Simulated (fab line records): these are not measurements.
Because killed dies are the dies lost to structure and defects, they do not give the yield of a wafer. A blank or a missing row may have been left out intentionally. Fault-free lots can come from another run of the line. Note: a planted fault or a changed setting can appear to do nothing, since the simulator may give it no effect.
fab line records ; flow gf180mcu
[record] lots = 14; wafers = 42; lastDay = 34
route steps=602 shown STI@1 DNWELL@39 HV_LDD@207 M2@366
lots that met no fault: from a run of the same line without faults
startH: hours from the record's first day to the start of the lot's first wafer shown ; waitH: hours from the lot's prior step to this one ; " unchanged from the row above ; L1.1+2: several wafers, shown together as one row ; - value missing, or start not given ; * or withheld: withheld ; < > ~ a bound
route shown NAME@n: names a module that has steps shown in the file, with the first one's number in the route ; usual: mean and standard deviation over wafers with no fault ; same: alike in all rows ; chamber/n: place in a boat ; sites: readings site by site ; _std_site: standard deviation of those values ; _edge_site: the outer-site mean with the inner-site mean subtracted ; radiusMm: how far each site lies from the wafer's centre ; mask NAME#n: copy n ; behind: the most recent tool/chamber to have shaped the wafer ; hold: why the lot was held/for how many hours/how that ended ; device: names the non-switching transistor (n, p or np) ; end of line: at the end of the route, the tests of the same wafers ; a step with no rows: only its recipe ; killed: count of dies lost to structure and defects at first sort (not the wafer's yield) ; map: a wafer's dies, x killed, . not, _ none there
set.NAME: the setting as run; set.NAME@STEP: as run at that earlier step ; model.NAME: the simulator's own value behind a step, which no gauge read
the route's steps for a sample of lots (tables are steps, rows are wafers)
services: from which hour (startH, from the record's first day; less than 0 if before it) a tool's chamber was out of use, for how many hours, and why
[[steps]]
[step GF_STI_BOW_MEAS_00]
[recipe] mode = bow
[usual] INCOMING_BOW = -1/6
lot.wafer;tool;chamber;startH;waitH;INCOMING_BOW[um]
L423.1;filmMetro-01;-;10.00;-;-1
L423.3;filmMetro-01;-;10.00;-;-5
L423.4;filmMetro-01;-;10.00;-;-3
L424.2;filmMetro-03;-;15.02;-;-3
L424.4;filmMetro-03;-;15.02;-;-11
L424.6;filmMetro-03;-;15.02;-;3
L426.2;filmMetro-04;-;25.02;-;1
L426.3;filmMetro-04;-;25.02;-;-3
L426.6;filmMetro-04;-;25.02;-;-4
L427.1;filmMetro-03;-;30.19;-;-3
L427.2;filmMetro-03;-;30.19;-;1
L427.4;filmMetro-03;-;30.19;-;-5
L428.2;filmMetro-01;-;35.02;-;4
L428.3;filmMetro-01;-;35.02;-;-3
L428.6;filmMetro-01;-;35.02;-;-11
L429.1;filmMetro-04;-;40.00;-;-2
L429.3;filmMetro-04;-;40.00;-;3
L429.4;filmMetro-04;-;40.00;-;-3
L430.1;filmMetro-03;-;45.00;-;-9
L430.2;filmMetro-03;-;45.00;-;-12
L430.3;filmMetro-03;-;45.00;-;2
L431.3;filmMetro-03;-;50.04;-;-4
L431.4;filmMetro-03;-;50.04;-;10
L431.5;filmMetro-03;-;50.04;-;-3
L432.3;filmMetro-04;-;55.04;-;-1
L432.4;filmMetro-04;-;55.04;-;7
L432.6;filmMetro-04;-;55.04;-;-4
L433.1;filmMetro-01;-;60.03;-;6
L433.3;filmMetro-01;-;60.03;-;-13
L433.4;filmMetro-01;-;60.03;-;6
L434.3;filmMetro-01;-;65.04;-;1
L434.5;filmMetro-01;-;65.04;-;-4
L434.6;filmMetro-01;-;65.04;-;10
L442.1;filmMetro-04;-;105.00;-;6
L442.2;filmMetro-04;-;105.00;-;-5
L442.5;filmMetro-04;-;105.00;-;-3
L443.1;filmMetro-04;-;110.00;-;4
L443.2;filmMetro-04;-;110.00;-;-5
L443.4;filmMetro-04;-;110.00;-;1
L445.1;filmMetro-04;-;120.00;-;-6
L445.4;filmMetro-04;-;120.00;-;-11
L445.6;filmMetro-04;-;120.00;-;0
[step GF_DNWELL_IMPLANT_07]
[recipe] species = P; energyKev = 1500; doseCm2 = 1e+13; tiltDeg = 0
[usual] doseIonsCm2 = 9.997e+12/1.3e+10; faradayCurrentUA = 56.4/1.2
lot.wafer;tool;chamber;startH;waitH;doseIonsCm2;faradayCurrentUA
L423.1;implanter-04;0;42.80;-;9.97e+12;58.7
L423.3;implanter-04;0;42.80;-;9.939e+12;55.5
L423.4;implanter-04;0;42.80;-;9.989e+12;57.0
L424.2;implanter-01;0;48.39;-;9.996e+12;58.1
L424.4;implanter-01;0;48.39;-;1.0006e+13;57.2
L424.6;implanter-01;0;48.39;-;1.0002e+13;57.1
L426.2;implanter-01;0;58.99;-;9.979e+12;56.7
L426.3;implanter-01;0;58.99;-;9.998e+12;55.7
L426.6;implanter-01;0;58.99;-;9.984e+12;55.4
L427.1;implanter-04;0;63.87;-;9.996e+12;57.3
L427.2;implanter-04;0;63.87;-;9.989e+12;54.9
L427.4;implanter-04;0;63.87;-;1.0004e+13;56.0
L428.2;implanter-01;0;68.78;-;9.985e+12;55.2
L428.3;implanter-01;0;68.78;-;1.0007e+13;57.2
L428.6;implanter-01;0;68.78;-;9.989e+12;56.0
L429.1;implanter-04;0;74.82;-;9.988e+12;57.8
L429.3;implanter-04;0;74.82;-;9.984e+12;54.8
L429.4;implanter-04;0;74.82;-;9.992e+12;55.7
L430.1;implanter-04;0;84.02;-;9.997e+12;57.6
L430.2;implanter-04;0;84.02;-;9.983e+12;55.6
L430.3;implanter-04;0;84.02;-;9.997e+12;55.9
L431.3;implanter-03;0;87.10;-;1.0022e+13;56.6
L431.4;implanter-03;0;87.10;-;1.0015e+13;56.9
L431.5;implanter-03;0;87.10;-;1.0011e+13;56.3
L432.3;implanter-01;0;91.57;-;9.962e+12;57.6
L432.4;implanter-01;0;91.57;-;9.961e+12;55.7
L432.6;implanter-01;0;91.57;-;9.991e+12;57.4
L433.1;implanter-03;0;95.42;-;1.0009e+13;57.7
L433.3;implanter-03;0;95.42;-;1.0015e+13;54.8
L433.4;implanter-03;0;95.42;-;9.996e+12;56.9
L434.3;implanter-01;0;99.85;-;9.988e+12;55.9
L434.5;implanter-01;0;99.85;-;9.988e+12;55.7
L434.6;implanter-01;0;99.85;-;9.992e+12;58.8
L442.1;implanter-01;0;147.22;-;1.4212e+13;80.2
L442.2;implanter-01;0;147.22;-;1.4218e+13;80.7
L442.5;implanter-01;0;147.22;-;1.423e+13;78.4
L443.1;implanter-01;0;148.77;-;1.4216e+13;78.3
L443.2;implanter-01;0;148.77;-;1.4208e+13;81.6
L443.4;implanter-01;0;148.77;-;1.4222e+13;79.7
L445.1;implanter-03;0;159.67;-;9.988e+12;55.3
L445.4;implanter-03;0;159.67;-;9.983e+12;58.6
L445.6;implanter-03;0;159.67;-;9.997e+12;56.5
[step GF_DNWELL_TW_MEAS_09]
[usual] DNWELL_TW = 1360/7.9
lot.wafer;tool;chamber;startH;waitH;DNWELL_TW
L423.1;filmMetro-01;-;43.05;0.1;1364
L423.3;filmMetro-01;-;43.05;0.1;1356
L423.4;filmMetro-01;-;43.05;0.1;1363
L424.2;filmMetro-01;-;48.63;0.1;1353
L424.4;filmMetro-01;-;48.63;0.1;1344
L424.6;filmMetro-01;-;48.63;0.1;1348
L426.2;filmMetro-01;-;59.23;0.1;1359
L426.3;filmMetro-01;-;59.23;0.1;1358
L426.6;filmMetro-01;-;59.23;0.1;1354
L427.1;filmMetro-02;-;64.12;0.1;1357
L427.2;filmMetro-02;-;64.12;0.1;1352
L427.4;filmMetro-02;-;64.12;0.1;1346
L428.2;filmMetro-02;-;69.01;0.1;1355
L428.3;filmMetro-02;-;69.01;0.1;1353
L428.6;filmMetro-02;-;69.01;0.1;1343
L429.1;filmMetro-01;-;75.07;0.1;1354
L429.3;filmMetro-01;-;75.07;0.1;1349
L429.4;filmMetro-01;-;75.07;0.1;1354
L430.1;filmMetro-01;-;84.27;0.1;1374
L430.2;filmMetro-01;-;84.27;0.1;1367
L430.3;filmMetro-01;-;84.27;0.1;1369
L431.3;filmMetro-03;-;87.32;0.1;1358
L431.4;filmMetro-03;-;87.32;0.1;1362
L431.5;filmMetro-03;-;87.32;0.1;1361
L432.3;filmMetro-02;-;91.79;0.1;1360
L432.4;filmMetro-02;-;91.79;0.1;1371
L432.6;filmMetro-02;-;91.79;0.1;1372
L433.1;filmMetro-01;-;95.82;0.1;1359
L433.3;filmMetro-01;-;95.82;0.1;1354
L433.4;filmMetro-01;-;95.82;0.1;1353
L434.3;filmMetro-02;-;100.07;0.1;1362
L434.5;filmMetro-02;-;100.07;0.1;1365
L434.6;filmMetro-02;-;100.07;0.1;1365
L442.1;filmMetro-03;-;147.47;0.1;1518
L442.2;filmMetro-03;-;147.47;0.1;1527
L442.5;filmMetro-03;-;147.47;0.1;1515
L443.1;filmMetro-03;-;149.02;0.1;1507
L443.2;filmMetro-03;-;149.02;0.1;1511
L443.4;filmMetro-03;-;149.02;0.1;1506
L445.1;filmMetro-03;-;159.92;0.1;1364
L445.4;filmMetro-03;-;159.92;0.1;1355
L445.6;filmMetro-03;-;159.92;0.1;1356
[step GF_HV_LDD_CD_MEAS_31]
[recipe] targetCdNm = 400
[usual] cdNm = 399.9/2.2
lot.wafer;tool;chamber;startH;waitH;cdNm
L423.1;cdSem-01;-;252.12;0.1;396.2
L423.3;cdSem-01;-;252.12;0.1;397.0
L423.4;cdSem-01;-;252.12;0.1;396.0
L424.2;cdSem-02;-;262.48;0.1;399.7
L424.4;cdSem-02;-;262.48;0.1;399.8
L424.6;cdSem-02;-;262.48;0.1;400.0
L426.2;cdSem-02;-;283.73;0.1;397.4
L426.3;cdSem-02;-;283.73;0.1;399.3
L426.6;cdSem-02;-;283.73;0.1;395.8
L427.1;cdSem-02;-;288.81;0.1;405.1
L427.2;cdSem-02;-;288.81;0.1;404.9
L427.4;cdSem-02;-;288.81;0.1;402.2
L428.2;cdSem-02;-;296.94;0.1;401.0
L428.3;cdSem-02;-;296.94;0.1;401.1
L428.6;cdSem-02;-;296.94;0.1;399.7
L429.1;cdSem-02;-;303.42;0.1;402.9
L429.3;cdSem-02;-;303.42;0.1;403.4
L429.4;cdSem-02;-;303.42;0.1;401.5
L430.1;cdSem-02;-;318.66;0.1;399.7
L430.2;cdSem-02;-;318.66;0.1;397.6
L430.3;cdSem-02;-;318.66;0.1;399.2
L431.3;cdSem-01;-;323.10;0.1;399.5
L431.4;cdSem-01;-;323.10;0.1;399.6
L431.5;cdSem-01;-;323.10;0.1;403.4
L432.3;cdSem-01;-;327.55;0.1;398.9
L432.4;cdSem-01;-;327.55;0.1;400.3
L432.6;cdSem-01;-;327.55;0.1;398.7
L433.1;cdSem-02;-;338.66;0.1;400.6
L433.3;cdSem-02;-;338.66;0.1;399.9
L433.4;cdSem-02;-;338.66;0.1;400.5
L434.3;cdSem-01;-;345.06;0.2;399.2
L434.5;cdSem-01;-;345.06;0.2;399.9
L434.6;cdSem-01;-;345.06;0.2;400.7
L443.1;cdSem-01;-;412.51;0.1;402.9
L443.2;cdSem-01;-;412.51;0.1;402.0
L443.4;cdSem-01;-;412.51;0.1;403.2
L442.1;cdSem-02;-;414.21;0.1;397.4
L442.2;cdSem-02;-;414.21;0.1;399.0
L442.5;cdSem-02;-;414.21;0.1;396.7
L445.1;cdSem-02;-;427.06;0.1;397.6
L445.4;cdSem-02;-;427.06;0.1;399.3
L445.6;cdSem-02;-;427.06;0.1;398.5
[step GF_M2_SPUTTER_04]
[recipe] material = TiN; targetThkNm = 50; powerW = 6500; timeS = 41.7; chamberPressurePa = 0.4
[usual] throttleValvePct = 29.7/0.81
lot.wafer;tool;chamber;startH;waitH;throttleValvePct
L423.1;pvdSputter-02;-;412.60;0.0;29.8
L423.3;pvdSputter-02;-;412.60;0.0;28.7
L423.4;pvdSputter-02;-;412.60;0.0;30.6
L424.2;pvdSputter-04;-;423.13;0.0;28.7
L424.4;pvdSputter-04;-;423.13;0.0;29.2
L424.6;pvdSputter-04;-;423.13;0.0;29.0
L426.2;pvdSputter-04;-;451.05;0.0;31.0
L426.3;pvdSputter-04;-;451.05;0.0;29.0
L426.6;pvdSputter-04;-;451.05;0.0;28.8
L427.1;pvdSputter-01;-;459.79;0.0;31.0
L427.2;pvdSputter-01;-;459.79;0.0;29.4
L427.4;pvdSputter-01;-;459.79;0.0;28.9
L428.2;pvdSputter-04;-;466.85;0.0;29.2
L428.3;pvdSputter-04;-;466.85;0.0;29.0
L428.6;pvdSputter-04;-;466.85;0.0;29.4
L429.1;pvdSputter-02;-;472.38;0.0;30.6
L429.3;pvdSputter-02;-;472.38;0.0;30.3
L429.4;pvdSputter-02;-;472.38;0.0;28.6
L430.1;pvdSputter-04;-;494.22;0.0;29.1
L430.2;pvdSputter-04;-;494.22;0.0;31.0
L430.3;pvdSputter-04;-;494.22;0.0;29.4
L431.3;pvdSputter-01;-;498.50;0.0;29.4
L431.4;pvdSputter-01;-;498.50;0.0;31.3
L431.5;pvdSputter-01;-;498.50;0.0;29.2
L432.3;pvdSputter-04;-;504.71;0.0;29.0
L432.4;pvdSputter-04;-;504.71;0.0;29.2
L432.6;pvdSputter-04;-;504.71;0.0;28.8
L433.1;pvdSputter-04;-;512.60;0.0;28.7
L433.3;pvdSputter-04;-;512.60;0.0;31.2
L433.4;pvdSputter-04;-;512.60;0.0;28.7
L434.3;pvdSputter-01;-;520.16;0.0;29.5
L434.5;pvdSputter-01;-;520.16;0.0;29.1
L434.6;pvdSputter-01;-;520.16;0.0;29.4
L443.1;pvdSputter-02;-;600.24;0.0;30.4
L443.2;pvdSputter-02;-;600.24;0.0;29.0
L443.4;pvdSputter-02;-;600.24;0.0;29.9
L442.1;pvdSputter-01;-;600.65;0.0;30.7
L442.2;pvdSputter-01;-;600.65;0.0;29.2
L442.5;pvdSputter-01;-;600.65;0.0;29.4
L445.1;pvdSputter-02;-;601.82;0.0;30.6
L445.4;pvdSputter-02;-;601.82;0.0;30.1
L445.6;pvdSputter-02;-;601.82;0.0;30.0
[[services]]
tool;chamber;startH;hours;kind
implanter-04;-;85.00;3.2;repair
pvdSputter-04;-;89.60;0.6;repair
pvdSputter-04;-;100.85;1.3;repair
pvdSputter-02;-;143.49;1.2;repair
pvdSputter-01;-;147.06;2.9;repair
implanter-04;-;156.98;3.9;pm
pvdSputter-04;-;167.01;0.7;repair
implanter-04;-;174.15;1.4;repair
implanter-01;-;190.79;0.9;repair
implanter-04;-;199.52;3.0;repair
implanter-01;-;206.57;4.2;pm
implanter-04;-;210.85;3.0;pm
pvdSputter-04;-;213.78;5.2;repair
pvdSputter-02;-;216.00;3.2;repair
pvdSputter-04;-;231.33;1.3;repair
pvdSputter-02;-;243.41;7.0;repair
pvdSputter-02;-;250.89;0.5;repair
implanter-01;-;310.54;2.3;repair
implanter-01;-;339.14;1.2;repair
implanter-01;-;353.21;2.0;repair
pvdSputter-04;-;417.63;1.7;repair
implanter-01;-;448.65;2.0;repair
pvdSputter-04;-;534.00;5.3;repair
implanter-01;-;545.81;3.7;repair
[[key]]
[firstSign] step = GF_DNWELL_IMPLANT_07; reading = doseIonsCm2; direction = up; sigmas = 99+; usual = 9.997e+12; struck = 1.4218e+13
[effect] step = GF_DNWELL_IMPLANT_07; reading = faradayCurrentUA; direction = up; sigmas = 20; usual = 56.4; struck = 79.8
[effect] step = GF_DNWELL_TW_MEAS_09; reading = DNWELL_TW; direction = up; sigmas = 20; usual = 1360; struck = 1514
metAt GF_DNWELL_IMPLANT_07
struckLots L442,L443
testerLeftOut L442,L443
notActingAt GF_STI_BOW_MEAS_00,GF_HV_LDD_CD_MEAS_31,GF_M2_SPUTTER_04
onsetBetween 99.85 147.22
[fault] kind = processParameterDrift; tool = implanter-01; chamber = -; onsetH = 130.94; steps = GF_DNWELL_IMPLANT_07; channel = doseCm2; offset = 4.2189e+12; shape = step; endH = 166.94; actsIn = theseRecipesOnly; stated = 1e+13
// testerLeftOut: of these lots the tester's yield and bins aren't shown, on N5 and GAA mostly nor the transistor test; their killed dies are dies lost to structure and defects alone, not to doping, threshold or leakage, so they don't give the yield
